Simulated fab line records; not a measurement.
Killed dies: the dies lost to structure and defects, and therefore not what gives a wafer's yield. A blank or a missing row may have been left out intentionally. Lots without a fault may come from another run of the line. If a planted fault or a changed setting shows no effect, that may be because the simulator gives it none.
One fault seen from 2 desks :: flow sky130 :: each desk has only its own numbers; what lay behind them comes last

## DESK OF THE TOOL OWNER: pvd sputter-01
At SKY_LI_CONTACT_SPUTTER_20 (material TiN, target thk 20 nm, time 80 s) the tool's own readings: per lot run on this tool, the mean of the sampled wafers that have a number. If a lot's mean is further than 4 standard deviations from the usual mean, the lot is out of limits and carries the mark OUT (the distance appears in the brackets).
Columns: A = throttle valve pct at SKY_LI_CONTACT_SPUTTER_20, usual 30.0 %
lot: L246
first seen here: day 29 02:04
A: 30.7

lot: L256
first seen here: day 32 14:28
A: 31.1

lot: L257
first seen here: day 33 02:19
A: 30.3

lot: L258
first seen here: day 33 11:40
A: 30.2
This desk found nothing out of limits on any of the 4 lots.

## METROLOGY DESK
Means of the sampled wafers that have a number, per lot and without regard to the tool the lot ran on: this is what the gauges read. If a lot's mean is further than 4 standard deviations from the usual mean, the lot is out of limits and carries the mark OUT (the distance appears in the brackets).
Columns: A = cd nm at SKY_LI_CONTACT_CD_MEAS_12, usual 170.0 nm; B = LI_CONTACT_OVL at SKY_LI_CONTACT_OVL_MEAS_13, usual -1 nm
lot: L246
first seen here: day 29 01:28
A: 169.0
B: -1

lot: L256
first seen here: day 32 13:49
A: 169.4
B: -2

lot: L257
first seen here: day 33 01:40
A: 168.8
B: 6

lot: L258
first seen here: day 33 11:01
A: 170.3
B: 2

lot: L267
first seen here: day 36 09:57
A: 169.5
B: 7

lot: L268
first seen here: day 36 13:55
A: 171.2
B: 3

lot: L269
first seen here: day 36 15:48
A: 169.7
B: -1
This desk found nothing out of limits on any of the 7 lots.

## BROUGHT TOGETHER
Nothing out of limits was seen by the tool owner's desk.
At the metrology desk, nothing out of limits was observed.

## WHAT THE SIMULATOR PUT IN
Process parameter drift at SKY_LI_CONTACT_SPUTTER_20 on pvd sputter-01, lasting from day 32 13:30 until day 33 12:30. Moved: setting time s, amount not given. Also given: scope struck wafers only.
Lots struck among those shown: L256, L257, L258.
